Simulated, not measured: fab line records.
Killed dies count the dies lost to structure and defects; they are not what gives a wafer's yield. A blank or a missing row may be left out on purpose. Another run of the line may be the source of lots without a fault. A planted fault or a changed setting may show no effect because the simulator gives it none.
Which tool is to blame? -- flow sky130 -- 12 lots, 36 wafers sampled, at 3 steps of a route of 708

## WHAT EACH GAUGE READ, for each wafer
SKY_CONTACT_THK_MEAS_01. Usual: CONTACT_CVD_00_THK 74.8 nm, standard deviation 1.1.
lot,measured,on,CONTACT_CVD_00_THK (nm),flag
L796,day 30 11:23,film_metro-04,72.5 73.3 73.7,
L798,day 31 12:03,film_metro-03,75.3 76.8 74.2,
L804,day 33 13:15,film_metro-04,73.3 74.2 75.9,
L806,day 33 23:26,film_metro-03,73.3 74.7 75.9,
L807,day 34 07:32,film_metro-04,75.1 75.3 75.3,
L808,day 34 17:50,film_metro-03,74.7 76.0 74.2,
L809,day 35 05:58,film_metro-01,74.6 74.0 75.0,
L814,day 36 20:55,film_metro-03,74.5 74.1 76.4,
L815,day 37 00:42,film_metro-01,73.9 73.3 75.7,
L816,day 37 07:14,film_metro-03,74.9 77.1 75.2,
L818,day 37 16:10,film_metro-01,74.0 73.4 75.3,
L817,day 37 18:11,film_metro-04,74.7 75.3 75.9,

SKY_METAL1_RS_MEAS_05: measurement is done with a four-point probe. Usual: METAL1_ALCU_RS 0.1265 ohm/sq, standard deviation 0.0017.
lot,measured,on,METAL1_ALCU_RS (ohm/sq),flag
L796,day 31 17:31,film_metro-04,0.1275 0.1276 0.1292,
L798,day 32 17:11,film_metro-04,0.1276 0.1250 0.1283,
L804,day 34 17:40,film_metro-04,0.1263 0.1269 0.1264,
L806,day 35 03:19,film_metro-03,0.1237 0.1246 0.1243,
L807,day 35 12:41,film_metro-04,0.1257 0.1275 0.1259,
L808,day 35 22:55,film_metro-02,0.1248 0.1249 0.1259,
L809,day 36 10:43,film_metro-04,0.1289 0.1260 0.1284,
L814,day 38 01:34,film_metro-03,0.1245 0.1254 0.1263,
L815,day 38 04:46,film_metro-04,0.1251 0.1281 0.1279,
L816,day 38 10:58,film_metro-04,0.1249 0.1301 0.1250,
L818,day 38 19:03,film_metro-03,0.1249 0.1276 0.1287,
L817,day 38 22:07,film_metro-04,0.1281 0.1277 0.1279,

## TOOL THAT RAN EACH LOT (tool first, then ch and the chambers of the sampled wafers, then the start)
lot,SKY_METAL1_SPUTTER_03
L796,"pvd_sputter-01, day 31 17:26"
L798,"pvd_sputter-04, day 32 17:06"
L804,"pvd_sputter-04, day 34 17:36"
L806,"pvd_sputter-02, day 35 03:14"
L807,"pvd_sputter-02, day 35 12:36"
L808,"pvd_sputter-01, day 35 22:48"
L809,"pvd_sputter-04, day 36 10:39"
L814,"pvd_sputter-01, day 38 01:28"
L815,"pvd_sputter-01, day 38 04:42"
L816,"pvd_sputter-04, day 38 10:53"
L818,"pvd_sputter-04, day 38 18:59"
L817,"pvd_sputter-04, day 38 22:02"
- SKY_METAL1_SPUTTER_03: material Ti, target thk 5 nm, time 3.3 s.

## AS READ BY THE TOOLS THEMSELVES (means over the sampled wafers that have a number; for cases with no such wafer, the mark the record gives instead)
SKY_METAL1_SPUTTER_03. Usual: chamber_pressure_pa 0.4001 Pa, standard deviation 0.00084; throttle_valve_pct 30.1 %, standard deviation 1.4.
lot,tool,chamber_pressure_pa (Pa),throttle_valve_pct (%),flag
L796,pvd_sputter-01,0.3999,31.2,
L798,pvd_sputter-04,0.4004,30.0,
L804,pvd_sputter-04,0.4005,29.6,
L806,pvd_sputter-02,0.4337,30.2,OFF
L807,pvd_sputter-02,0.4340,30.2,OFF
L808,pvd_sputter-01,0.4003,29.6,
L809,pvd_sputter-04,0.4000,29.8,
L814,pvd_sputter-01,0.4008,29.5,
L815,pvd_sputter-01,0.3998,30.7,
L816,pvd_sputter-04,0.4014,30.0,
L818,pvd_sputter-04,0.3995,29.0,
L817,pvd_sputter-04,0.3998,28.8,

## THE ANSWER, worked out from the rows above alone
Rule: take the mean of a lot's wafers that have a number; if it is more than 3 standard deviations from the usual mean, the lot is off. Also off: a lot with no number at a reading for which 4 or more lots have one. Any other lot the step has rows for is counted as sound. Order of review: gauges by route order, followed by the tools' own readings, for which a lot's mean as printed above is used. The first step at which some lot is off is used, and at that step the reading that is off furthest; a lot without a number counts as furthest.
Off: L806, L807, at SKY_METAL1_SPUTTER_03 (chamber_pressure_pa).
A tool fits if, at that step or a process step before it, it ran every lot that is off, and no sound lot after the first of them. One fits: SKY_METAL1_SPUTTER_03 on pvd_sputter-02. It ran no sound lot before its first lot that is off in this sample, so the start can't be narrowed down.
On the lots that are off, the tool's own readings at SKY_METAL1_SPUTTER_03 differ by more than 5 times the standard deviation of the sound lots' means, which bears it out; chamber_pressure_pa reads 0.4338 Pa there versus 0.4002 Pa on the sound lots.

## WHAT THE SIMULATOR HAD PUT IN
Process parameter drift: pvd_sputter-02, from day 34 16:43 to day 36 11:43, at SKY_METAL1_SPUTTER_03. A move of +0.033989 in setting chamber_pressure_pa, from 0.4. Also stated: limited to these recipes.
Shown lots that were struck: L806, L807. The same result came from the rule above.
